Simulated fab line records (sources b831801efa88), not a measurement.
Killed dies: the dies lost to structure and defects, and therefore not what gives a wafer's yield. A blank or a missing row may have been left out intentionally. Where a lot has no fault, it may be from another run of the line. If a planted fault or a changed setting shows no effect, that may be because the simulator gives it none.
fab line records    flow sky130    part 1 of 2: steps 1 to 26 of 36
[record] lots = 5  wafers = 15  lastDay = 49
route steps=708 shown PWDE@45 NWELL@56
lots with no fault: from the same line, run without faults
startH: hours from the record's first day to the start of the lot's first wafer shown    waitH: hours since the lot's step before    " unchanged from the row above    L1.1+2: a single row standing in for several wafers    - no value, or no start was given    * or withheld: withheld    < > ~ a bound
route shown NAME@n: NAME is a module with steps in the file, n the number in the route of the first one    usual: mean/standard deviation of fault-free wafers    same: alike in all rows    chamber/n: place in a boat    sites: per-site readings    _std_site: their standard deviation    _edge_site: inner sites' mean taken away from outer sites' mean    radiusMm: how far each site lies from the wafer's centre    mask NAME#n: copy n    behind: the last tool/chamber to shape the wafer    hold: the reason the lot was held/the length of the hold in hours/how it ended    device: the transistor (n, p or np) that didn't switch    end of line: the tests these same wafers got at the end of their route    step lacking rows: just its recipe    killed: not the wafer's yield, but the dies lost to structure and defects at the first sort    map: the dies of a wafer, with x for killed, . for not killed, _ for no die there
set.NAME: setting as actually run; set.NAME@STEP: the setting as run at that earlier step    model.NAME: the simulator's own value behind a step, which no gauge read
a table for each step, a row for each wafer; lots at some steps of the route
services: the hour from which a tool's chamber was out of use, counted from the record's first day as startH (under 0 if before that day), plus the number of hours and why
[[steps]]
[step SKY_PWDE_DEHYDRATE_00]
[recipe] tempC = 200  timeS = 60
[usual] chillPlateTempC = 23.02/0.11
lot.wafer  tool           chamber  startH  waitH  chillPlateTempC
L074.2     lithoTrack-01  0        57.89   8.1    23.06
L074.3     "              0        "       "      23.19
L074.4     "              0        "       "      22.97
L076.3     lithoTrack-01  0        72.56   8.1    22.96
L076.5     "              0        "       "      23.01
L076.6     "              0        "       "      23.01
L086.1     lithoTrack-03  0        123.30  8.5    23.12
L086.4     "              0        "       "      23.07
L086.5     "              0        "       "      23.06
L088.3     lithoTrack-01  0        137.66  8.2    23.06
L088.4     "              0        "       "      23.05
L088.6     "              0        "       "      23.15
L089.1     lithoTrack-01  0        142.81  8.1    23.11
L089.4     "              0        "       "      22.97
L089.6     "              0        "       "      23.22
[step SKY_PWDE_HMDS_01]
[recipe] primeTimeS = 60  primeTempC = 120
[usual] chillPlateTempC = 23.01/0.099
lot.wafer  tool           chamber  startH  waitH  chillPlateTempC
L074.2     lithoTrack-01  0        58.04   0.1    22.93
L074.3     "              0        "       "      22.98
L074.4     "              0        "       "      22.94
L076.3     lithoTrack-01  0        72.71   0.1    22.97
L076.5     "              0        "       "      22.94
L076.6     "              0        "       "      22.96
L086.1     lithoTrack-03  0        123.45  0.1    23.21
L086.4     "              0        "       "      22.94
L086.5     "              0        "       "      22.87
L088.3     lithoTrack-01  0        137.81  0.1    22.85
L088.4     "              0        "       "      22.91
L088.6     "              0        "       "      22.96
L089.1     lithoTrack-01  0        142.96  0.1    22.97
L089.4     "              0        "       "      23.02
L089.6     "              0        "       "      23.03
[step SKY_PWDE_COAT_02]
[recipe] spinRpm = 2000  resistThkNm = 3000
[usual] chillPlateTempC = 22.98/0.1  dispensePressureKPa = 49/3.9
lot.wafer  tool           chamber  startH  waitH  chillPlateTempC  dispensePressureKPa
L074.2     lithoTrack-01  0        58.19   0.1    23.04            47
L074.3     "              0        "       "      23.16            47
L074.4     "              0        "       "      23.13            47
L076.3     lithoTrack-01  0        72.86   0.1    22.89            47
L076.5     "              0        "       "      23.15            47
L076.6     "              0        "       "      23.14            47
L086.1     lithoTrack-03  0        123.60  0.1    22.98            58
L086.4     "              0        "       "      23.05            58
L086.5     "              0        "       "      23.08            58
L088.3     lithoTrack-01  0        137.96  0.1    22.97            47
L088.4     "              0        "       "      22.81            47
L088.6     "              0        "       "      23.03            47
L089.1     lithoTrack-01  0        143.11  0.1    23.00            47
L089.4     "              0        "       "      22.97            48
L089.6     "              0        "       "      23.08            47
[step SKY_PWDE_SOFTBAKE_03]
[recipe] tempC = 110  timeS = withheld
[usual] chillPlateTempC = 22.99/0.11
lot.wafer  tool           chamber  startH  waitH  chillPlateTempC
L074.2     lithoTrack-01  0        58.35   0.1    22.96
L074.3     "              0        "       "      22.93
L074.4     "              0        "       "      23.11
L076.3     lithoTrack-01  0        73.03   0.1    22.95
L076.5     "              0        "       "      23.03
L076.6     "              0        "       "      23.00
L086.1     lithoTrack-03  0        123.75  0.1    23.00
L086.4     "              0        "       "      23.06
L086.5     "              0        "       "      22.97
L088.3     lithoTrack-01  0        138.13  0.1    22.87
L088.4     "              0        "       "      23.14
L088.6     "              0        "       "      23.03
L089.1     lithoTrack-01  0        143.26  0.1    23.00
L089.4     "              0        "       "      23.01
L089.6     "              0        "       "      23.03
[step SKY_PWDE_EXPOSE_04]
[recipe] maskId = PWDEM  na = 0.6  sourceShape = conventional  sigmaOuter = 0.6  polarization = unpolarized  targetCdNm = 840  doseMj = 214
[same] sigmaOuter = 0.6
lot.wafer   tool             chamber  startH  waitH  mask
L074.2+3+4  ilineStepper-01  0        -       -      PWDEM#0
L076.3+5+6  ilineStepper-01  0        -       -      PWDEM#0
L086.1+4+5  ilineStepper-02  0        -       -      PWDEM#0
L088.3+4+6  ilineStepper-02  0        -       -      PWDEM#0
L089.1+4+6  ilineStepper-01  0        -       -      PWDEM#0
[step SKY_PWDE_PEB_05]
[recipe] tempC = 115  timeS = withheld
[usual] chillPlateTempC = 23.00/0.098
lot.wafer  tool           chamber  startH  waitH  chillPlateTempC
L074.2     lithoTrack-03  0        -       -      23.00
L074.3     "              0        "       "      22.89
L074.4     "              0        "       "      23.06
L076.3     lithoTrack-01  0        -       -      23.04
L076.5     "              0        "       "      22.98
L076.6     "              0        "       "      22.99
L086.1     lithoTrack-02  0        -       -      23.16
L086.4     "              0        "       "      23.15
L086.5     "              0        "       "      23.07
L088.3     lithoTrack-02  0        -       -      23.15
L088.4     "              0        "       "      23.06
L088.6     "              0        "       "      23.20
L089.1     lithoTrack-02  0        -       -      23.16
L089.4     "              0        "       "      22.87
L089.6     "              0        "       "      23.19
[step SKY_PWDE_DEVELOP_06]
[recipe] wallAngleDeg = 90  developer = TMAH  developTimeS = 60  devTempC = 23
[usual] chillPlateTempC = 23.03/0.1
lot.wafer  tool           chamber  startH  waitH  chillPlateTempC
L074.2     lithoTrack-03  0        -       -      22.87
L074.3     "              0        "       "      23.03
L074.4     "              0        "       "      23.01
L076.3     lithoTrack-01  0        -       -      22.93
L076.5     "              0        "       "      22.88
L076.6     "              0        "       "      23.01
L086.1     lithoTrack-02  0        -       -      23.04
L086.4     "              0        "       "      23.18
L086.5     "              0        "       "      23.02
L088.3     lithoTrack-02  0        -       -      22.97
L088.4     "              0        "       "      23.14
L088.6     "              0        "       "      23.14
L089.1     lithoTrack-02  0        -       -      22.92
L089.4     "              0        "       "      22.83
L089.6     "              0        "       "      22.83
[step SKY_PWDE_OVL_MEAS_07]
[usual] PWDE_OVL = -0.1/1.3
lot.wafer  tool        chamber  startH  waitH  PWDE_OVL[nm]
L074.2     overlay-01  -        65.76   -      -0.5
L074.3     "           -        "       "      -0.8
L074.4     "           -        "       "      -0.7
L076.3     overlay-02  -        80.82   -      -1.8
L076.5     "           -        "       "      0.3
L076.6     "           -        "       "      1.4
L086.1     overlay-01  -        132.91  -      1.4
L086.4     "           -        "       "      0.4
L086.5     "           -        "       "      1.2
L088.3     overlay-02  -        147.53  -      0.9
L088.4     "           -        "       "      -0.8
L088.6     "           -        "       "      0.9
L089.1     overlay-02  -        152.86  -      -4.1
L089.4     "           -        "       "      -2.6
L089.6     "           -        "       "      -1.7
[step SKY_PWDE_IMPLANT_08]
[recipe] species = B  energyKev = 150  doseCm2 = 3.6e+12  tiltDeg = withheld
[usual] faradayCurrentUA = 20.3/0.4
lot.wafer  tool          chamber  startH  waitH  faradayCurrentUA
L074.2     implanter-03  0        65.82   0.0    20.3
L074.3     "             0        "       "      19.9
L074.4     "             0        "       "      20.7
L076.3     implanter-01  0        80.90   0.1    20.1
L076.5     "             0        "       "      20.3
L076.6     "             0        "       "      19.9
L086.1     implanter-02  0        132.95  0.0    20.5
L086.4     "             0        "       "      20.1
L086.5     "             0        "       "      19.2
L088.3     implanter-02  0        147.65  0.1    20.7
L088.4     "             0        "       "      20.2
L088.6     "             0        "       "      20.5
L089.1     implanter-01  0        152.90  0.0    20.3
L089.4     "             0        "       "      20.1
L089.6     "             0        "       "      20.3
[step SKY_PWDE_STRIP_09]
[recipe] chemistry = O2/N2  powerW = 1400  pressureMtorr = 1500  platenTempC = withheld  o2FlowSccm = 3000  n2FlowSccm = 300  overashFraction = 0.5
[usual] drypumpMotorCurrentA = 5.4/0.33  oesProductAu = 0.722/0.0045  stripTimeToEndpointS = 36.96/0.12
[same] overashFraction = 0.5
lot.wafer  tool            chamber  startH  waitH  drypumpMotorCurrentA  oesProductAu  rfHoursCounterH  stripTimeToEndpointS
L074.2     plasmaAsher-01  1        65.94   0.1    5.4                   0.720         39               36.96
L074.3     "               1        "       "      5.4                   0.721         -                37.03
L074.4     "               0        "       "      5.3                   0.724         -                36.88
L076.3     plasmaAsher-04  0        81.03   0.1    5.6                   0.719         -                36.97
L076.5     "               1        "       "      5.4                   0.724         -                36.88
L076.6     "               0        "       "      5.6                   0.716         -                36.97
L086.1     plasmaAsher-04  0        133.10  0.1    5.6                   0.724         2                37.07
L086.4     "               1        "       "      5.4                   0.731         -                37.13
L086.5     "               1        "       "      5.4                   0.724         -                37.04
L088.3     plasmaAsher-04  1        147.79  0.1    5.4                   0.716         -                36.96
L088.4     "               0        "       "      5.6                   0.718         -                37.00
L088.6     "               1        "       "      5.4                   0.720         -                37.11
L089.1     plasmaAsher-03  0        153.05  0.1    4.9                   0.721         48               37.04
L089.4     "               1        "       "      5.8                   0.723         -                36.99
L089.6     "               1        "       "      5.9                   0.729         -                36.94
[step SKY_PWDE_TW_MEAS_10]
[usual] PWDE_TW = 373.9/1.9
lot.wafer  tool          chamber  startH  waitH  PWDE_TW
L074.2     filmMetro-01  -        66.05   0.1    377.7
L074.3     "             -        "       "      375.3
L074.4     "             -        "       "      376.1
L076.3     filmMetro-02  -        81.12   0.1    374.3
L076.5     "             -        "       "      371.6
L076.6     "             -        "       "      374.4
L086.1     filmMetro-01  -        133.20  0.1    375.0
L086.4     "             -        "       "      373.5
L086.5     "             -        "       "      375.5
L088.3     filmMetro-02  -        147.87  0.1    373.0
L088.4     "             -        "       "      371.2
L088.6     "             -        "       "      370.9
L089.1     filmMetro-02  -        153.15  0.1    371.4
L089.4     "             -        "       "      371.0
L089.6     "             -        "       "      371.2
[step SKY_NWELL_DEHYDRATE_03]
[recipe] tempC = 200  timeS = 60
[usual] chillPlateTempC = 23.00/0.09
lot.wafer  tool           chamber  startH  waitH  chillPlateTempC
L074.2     lithoTrack-02  0        73.84   7.8    22.98
L074.3     "              0        "       "      23.13
L074.4     "              0        "       "      23.09
L076.3     lithoTrack-04  0        89.10   8.0    22.97
L076.5     "              0        "       "      22.85
L076.6     "              0        "       "      23.05
L086.1     lithoTrack-01  0        141.51  8.3    22.98
L086.4     "              0        "       "      22.98
L086.5     "              0        "       "      22.88
L088.3     lithoTrack-04  0        157.40  9.5    22.99
L088.4     "              0        "       "      23.00
L088.6     "              0        "       "      22.98
L089.1     lithoTrack-02  0        162.66  9.5    23.01
L089.4     "              0        "       "      22.86
L089.6     "              0        "       "      23.04
[step SKY_NWELL_HMDS_04]
[recipe] primeTimeS = 60  primeTempC = 120
[usual] chillPlateTempC = 22.99/0.096
lot.wafer  tool           chamber  startH  waitH  chillPlateTempC
L074.2     lithoTrack-02  0        73.99   0.1    23.03
L074.3     "              0        "       "      22.95
L074.4     "              0        "       "      22.94
L076.3     lithoTrack-04  0        89.25   0.1    23.09
L076.5     "              0        "       "      23.05
L076.6     "              0        "       "      22.84
L086.1     lithoTrack-01  0        141.66  0.1    22.92
L086.4     "              0        "       "      22.99
L086.5     "              0        "       "      23.00
L088.3     lithoTrack-04  0        157.55  0.1    22.94
L088.4     "              0        "       "      23.00
L088.6     "              0        "       "      22.97
L089.1     lithoTrack-02  0        162.81  0.1    23.22
L089.4     "              0        "       "      23.11
L089.6     "              0        "       "      23.11
[step SKY_NWELL_COAT_05]
[recipe] spinRpm = 2000  resistThkNm = 3000
[usual] chillPlateTempC = 23.04/0.11  dispensePressureKPa = 48.8/2.4
lot.wafer  tool           chamber  startH  waitH  chillPlateTempC  dispensePressureKPa
L074.2     lithoTrack-02  0        74.14   0.1    23.20            46.7
L074.3     "              0        "       "      23.07            46.8
L074.4     "              0        "       "      23.13            46.7
L076.3     lithoTrack-04  0        89.40   0.1    22.94            52.5
L076.5     "              0        "       "      22.89            52.5
L076.6     "              0        "       "      22.97            52.5
L086.1     lithoTrack-01  0        141.81  0.1    23.02            47.5
L086.4     "              0        "       "      23.13            47.5
L086.5     "              0        "       "      23.14            47.5
L088.3     lithoTrack-04  0        157.70  0.1    22.71            52.5
L088.4     "              0        "       "      22.88            52.6
L088.6     "              0        "       "      22.92            52.6
L089.1     lithoTrack-02  0        162.96  0.1    22.91            46.8
L089.4     "              0        "       "      23.11            46.8
L089.6     "              0        "       "      23.03            46.8
[step SKY_NWELL_SOFTBAKE_06]
[recipe] tempC = 110  timeS = withheld
[usual] chillPlateTempC = 23.00/0.094
lot.wafer  tool           chamber  startH  waitH  chillPlateTempC
L074.2     lithoTrack-02  0        74.30   0.1    22.97
L074.3     "              0        "       "      22.79
L074.4     "              0        "       "      23.14
L076.3     lithoTrack-04  0        89.57   0.1    23.04
L076.5     "              0        "       "      22.93
L076.6     "              0        "       "      23.08
L086.1     lithoTrack-01  0        141.96  0.1    23.07
L086.4     "              0        "       "      22.96
L086.5     "              0        "       "      23.00
L088.3     lithoTrack-04  0        157.87  0.1    22.88
L088.4     "              0        "       "      22.91
L088.6     "              0        "       "      22.90
L089.1     lithoTrack-02  0        163.11  0.1    23.03
L089.4     "              0        "       "      23.10
L089.6     "              0        "       "      22.88
[step SKY_NWELL_EXPOSE_07]
[recipe] maskId = NWM  na = 0.6  sourceShape = conventional  sigmaOuter = 0.6  polarization = unpolarized  targetCdNm = 840  doseMj = 255
[same] sigmaOuter = 0.6
lot.wafer   tool             chamber  startH  waitH  mask
L074.2+3+4  ilineStepper-02  0        -       -      NWM#0
L076.3+5+6  ilineStepper-01  0        -       -      NWM#0
L086.1+4+5  ilineStepper-01  0        -       -      NWM#0
L088.3+4+6  ilineStepper-02  0        -       -      NWM#0
L089.1+4+6  ilineStepper-01  0        -       -      NWM#0
[step SKY_NWELL_PEB_08]
[recipe] tempC = 115  timeS = withheld
[usual] chillPlateTempC = 23.01/0.096
lot.wafer  tool           chamber  startH  waitH  chillPlateTempC
L074.2     lithoTrack-04  0        -       -      22.84
L074.3     "              0        "       "      22.87
L074.4     "              0        "       "      22.73
L076.3     lithoTrack-01  0        -       -      22.96
L076.5     "              0        "       "      22.97
L076.6     "              0        "       "      22.84
L086.1     lithoTrack-04  0        -       -      23.12
L086.4     "              0        "       "      23.12
L086.5     "              0        "       "      23.06
L088.3     lithoTrack-02  0        -       -      23.14
L088.4     "              0        "       "      23.07
L088.6     "              0        "       "      23.28
L089.1     lithoTrack-02  0        -       -      22.95
L089.4     "              0        "       "      22.99
L089.6     "              0        "       "      23.05
[step SKY_NWELL_DEVELOP_09]
[recipe] wallAngleDeg = 90  developer = TMAH  developTimeS = 60  devTempC = 23
[usual] chillPlateTempC = 23.01/0.11
lot.wafer  tool           chamber  startH  waitH  chillPlateTempC
L074.2     lithoTrack-04  0        -       -      23.22
L074.3     "              0        "       "      23.10
L074.4     "              0        "       "      23.03
L076.3     lithoTrack-01  0        -       -      22.96
L076.5     "              0        "       "      23.01
L076.6     "              0        "       "      23.01
L086.1     lithoTrack-04  0        -       -      23.05
L086.4     "              0        "       "      23.12
L086.5     "              0        "       "      23.05
L088.3     lithoTrack-02  0        -       -      23.08
L088.4     "              0        "       "      23.09
L088.6     "              0        "       "      23.00
L089.1     lithoTrack-02  0        -       -      23.01
L089.4     "              0        "       "      22.88
L089.6     "              0        "       "      22.87
[step SKY_NWELL_OVL_MEAS_10]
[usual] NWELL_00_OVL = -0.3/1.4
lot.wafer  tool        chamber  startH  waitH  NWELL_00_OVL[nm]
L074.2     overlay-01  -        82.46   -      -1.2
L074.3     "           -        "       "      0.1
L074.4     "           -        "       "      0.0
L076.3     overlay-02  -        98.47   -      -0.7
L076.5     "           -        "       "      -0.2
L076.6     "           -        "       "      -1.6
L086.1     overlay-02  -        151.55  -      -1.1
L086.4     "           -        "       "      -2.7
L086.5     "           -        "       "      -1.8
L088.3     overlay-01  -        167.83  -      -0.3
L088.4     "           -        "       "      -1.0
L088.6     "           -        "       "      -1.0
L089.1     overlay-01  -        173.61  -      0.8
L089.4     "           -        "       "      0.5
L089.6     "           -        "       "      -0.3
[step SKY_NWELL_IMPLANT_11]
[recipe] species = P  energyKev = 400  doseCm2 = 1.9e+13  tiltDeg = withheld
[usual] faradayCurrentUA = 107.1/2.1
lot.wafer  tool          chamber  startH  waitH  faradayCurrentUA
L074.2     implanter-03  0        82.51   0.0    109.3
L074.3     "             0        "       "      104.2
L074.4     "             0        "       "      107.8
L076.3     implanter-04  0        98.55   0.1    104.6
L076.5     "             0        "       "      112.6
L076.6     "             0        "       "      107.4
L086.1     implanter-01  0        151.59  0.0    104.8
L086.4     "             0        "       "      108.7
L086.5     "             0        "       "      104.8
L088.3     implanter-03  0        167.90  0.1    105.3
L088.4     "             0        "       "      106.9
L088.6     "             0        "       "      104.5
L089.1     implanter-03  0        173.65  0.0    106.3
L089.4     "             0        "       "      104.7
L089.6     "             0        "       "      109.3
[step SKY_NWELL_IMPLANT_12]
[recipe] species = P  energyKev = 120  doseCm2 = 1.3e+12  tiltDeg = withheld
[usual] faradayCurrentUA = 7.32/0.15
lot.wafer  tool          chamber  startH  waitH  faradayCurrentUA
L074.2     implanter-03  0        82.66   0.1    7.02
L074.3     "             0        "       "      7.21
L074.4     "             0        "       "      7.26
L076.3     implanter-04  0        98.70   0.1    7.11
L076.5     "             0        "       "      7.25
L076.6     "             0        "       "      7.49
L086.1     implanter-01  0        151.74  0.1    7.30
L086.4     "             0        "       "      7.47
L086.5     "             0        "       "      7.34
L088.3     implanter-03  0        168.05  0.1    7.22
L088.4     "             0        "       "      7.49
L088.6     "             0        "       "      7.32
L089.1     implanter-03  0        173.80  0.1    7.26
L089.4     "             0        "       "      7.51
L089.6     "             0        "       "      7.20
[step SKY_NWELL_IMPLANT_13]
[recipe] species = P  energyKev = 50  doseCm2 = 7e+11  tiltDeg = withheld
[usual] faradayCurrentUA = 3.95/0.078
lot.wafer  tool          chamber  startH  waitH  faradayCurrentUA
L074.2     implanter-03  0        82.81   0.1    3.96
L074.3     "             0        "       "      4.10
L074.4     "             0        "       "      3.99
L076.3     implanter-04  0        98.85   0.1    3.98
L076.5     "             0        "       "      3.90
L076.6     "             0        "       "      3.85
L086.1     implanter-01  0        151.89  0.1    3.91
L086.4     "             0        "       "      3.96
L086.5     "             0        "       "      4.13
L088.3     implanter-03  0        168.20  0.1    3.82
L088.4     "             0        "       "      3.99
L088.6     "             0        "       "      3.94
L089.1     implanter-03  0        173.95  0.1    4.07
L089.4     "             0        "       "      3.93
L089.6     "             0        "       "      3.88
[step SKY_NWELL_STRIP_14]
[recipe] chemistry = O2/N2  powerW = 1400  pressureMtorr = 1500  platenTempC = withheld  o2FlowSccm = 3000  n2FlowSccm = 300  overashFraction = 0.5
[usual] drypumpMotorCurrentA = 5.5/0.35  oesProductAu = 0.723/0.0043  stripTimeToEndpointS = 36.93/0.084
[same] overashFraction = 0.5
lot.wafer  tool            chamber  startH  waitH  drypumpMotorCurrentA  oesProductAu  rfHoursCounterH  stripTimeToEndpointS
L074.2     plasmaAsher-03  1        82.94   0.1    5.9                   0.722         40               36.99
L074.3     "               1        "       "      5.9                   0.723         -                36.96
L074.4     "               0        "       "      4.8                   0.722         -                37.02
L076.3     plasmaAsher-03  0        98.98   0.1    4.8                   0.722         -                36.82
L076.5     "               0        "       "      4.8                   0.731         -                36.95
L076.6     "               1        "       "      5.8                   0.727         -                36.89
L086.1     plasmaAsher-04  0        152.04  0.1    5.6                   0.723         4                37.04
L086.4     "               0        "       "      5.6                   0.734         -                37.04
L086.5     "               1        "       "      5.4                   0.720         -                37.16
L088.3     plasmaAsher-03  1        168.33  0.1    5.9                   0.717         -                36.95
L088.4     "               0        "       "      4.8                   0.724         -                36.95
L088.6     "               0        "       "      4.8                   0.721         -                36.85
L089.1     plasmaAsher-03  1        174.10  0.1    5.9                   0.724         50               36.87
L089.4     "               1        "       "      5.9                   0.720         -                36.98
L089.6     "               1        "       "      5.8                   0.722         -                36.94
[step SKY_NWELL_TW_MEAS_15]
[usual] NWELL_TW = 1820/8.6
lot.wafer  tool          chamber  startH  waitH  NWELL_TW
L074.2     filmMetro-01  -        83.05   0.1    1831
L074.3     "             -        "       "      1820
L074.4     "             -        "       "      1829
L076.3     filmMetro-04  -        99.07   0.1    1838
L076.5     "             -        "       "      1826
L076.6     "             -        "       "      1821
L086.1     filmMetro-02  -        152.14  0.1    1812
L086.4     "             -        "       "      1812
L086.5     "             -        "       "      1807
L088.3     filmMetro-02  -        168.42  0.1    1813
L088.4     "             -        "       "      1803
L088.6     "             -        "       "      1797
L089.1     filmMetro-04  -        174.20  0.1    1830
L089.4     "             -        "       "      1825
L089.6     "             -        "       "      1827
[step SKY_NWELL_DEHYDRATE_16]
[recipe] tempC = 200  timeS = 60
[usual] chillPlateTempC = 23.00/0.11
lot.wafer  tool           chamber  startH  waitH  chillPlateTempC
L074.2     lithoTrack-04  0        90.98   7.9    22.85
L074.3     "              0        "       "      22.86
L074.4     "              0        "       "      22.71
L076.3     lithoTrack-01  0        107.21  8.1    23.03
L076.5     "              0        "       "      23.00
L076.6     "              0        "       "      22.98
L086.1     lithoTrack-01  0        161.41  9.3    23.01
L086.4     "              0        "       "      23.21
L086.5     "              0        "       "      22.98
L088.3     lithoTrack-04  0        177.55  9.1    23.07
L088.4     "              0        "       "      22.85
L088.6     "              0        "       "      22.88
L089.1     lithoTrack-02  0        183.21  9.0    22.98
L089.4     "              0        "       "      23.07
L089.6     "              0        "       "      22.80
[step SKY_NWELL_HMDS_17]
[recipe] primeTimeS = 60  primeTempC = 120
[usual] chillPlateTempC = 23.00/0.1
lot.wafer  tool           chamber  startH  waitH  chillPlateTempC
L074.2     lithoTrack-04  0        91.13   0.1    23.18
L074.3     "              0        "       "      22.98
L074.4     "              0        "       "      23.09
L076.3     lithoTrack-01  0        107.36  0.1    22.93
L076.5     "              0        "       "      22.97
L076.6     "              0        "       "      22.87
L086.1     lithoTrack-01  0        161.56  0.1    22.97
L086.4     "              0        "       "      22.93
L086.5     "              0        "       "      22.93
L088.3     lithoTrack-04  0        177.70  0.1    23.04
L088.4     "              0        "       "      22.99
L088.6     "              0        "       "      23.01
L089.1     lithoTrack-02  0        183.36  0.1    22.92
L089.4     "              0        "       "      23.00
L089.6     "              0        "       "      22.86
